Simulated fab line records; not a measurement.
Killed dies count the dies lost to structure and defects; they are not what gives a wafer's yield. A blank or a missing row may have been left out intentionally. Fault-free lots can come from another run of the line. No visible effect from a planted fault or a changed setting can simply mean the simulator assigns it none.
Which tool was responsible? :: flow gf180mcu :: 6 lots, 18 wafers sampled, at 2 steps of a route of 602

## WHAT THE GAUGES SHOWED, per wafer
GF_V3_THK_MEAS_01.
lot: L107
measured: day 22 17:43
on: film-metro-01
V3_CVD_00_THK (nm): 605 600 604

lot: L113
measured: day 24 23:03
on: film-metro-01
V3_CVD_00_THK (nm): 612 599 605

lot: L117
measured: day 26 02:05
on: film-metro-02
V3_CVD_00_THK (nm): 611 605 609

lot: L121
measured: day 27 12:23
on: film-metro-01
V3_CVD_00_THK (nm): 580 607 583

lot: L124
measured: day 28 10:44
on: film-metro-02
V3_CVD_00_THK (nm): 594 604 598

lot: L126
measured: day 29 03:19
on: film-metro-03
V3_CVD_00_THK (nm): 589 616 588

## WHICH TOOL RAN EACH LOT (tool, then ch and the chambers of the sampled wafers, then the start)
lot: L107
GF_M3_SPUTTER_03: pvd-sputter-01, day 21 16:46

lot: L113
GF_M3_SPUTTER_03: pvd-sputter-01, day 23 23:43

lot: L117
GF_M3_SPUTTER_03: pvd-sputter-01, day 25 03:32

lot: L121
GF_M3_SPUTTER_03: pvd-sputter-04, day 26 14:29

lot: L124
GF_M3_SPUTTER_03: pvd-sputter-03, day 27 13:20

lot: L126
GF_M3_SPUTTER_03: pvd-sputter-03, day 28 06:14
- GF_M3_SPUTTER_03: material Ti, target thk 10 nm, time 6.7 s.

## THE ANSWER, worked out from the rows above alone
Rule: the lots themselves supply what counts as usual. The widest of any qualifying gaps counts: lots, ordered by their means at a reading, are off when they make up no more than a third of the lots, leave a main group of 4 or more, and stand apart from it by 3 or more times the standard deviation of that group's means. Not used: any main group whose means are identical at the precision the tables above print for the reading. Also off: a lot with no number at a reading for which 4 or more lots have one. The other lots that the step has rows for count as sound.
Across all readings shown, no lot is off: no conclusion can be drawn from this.

## WHAT HAD BEEN PUT IN BY THE SIMULATOR
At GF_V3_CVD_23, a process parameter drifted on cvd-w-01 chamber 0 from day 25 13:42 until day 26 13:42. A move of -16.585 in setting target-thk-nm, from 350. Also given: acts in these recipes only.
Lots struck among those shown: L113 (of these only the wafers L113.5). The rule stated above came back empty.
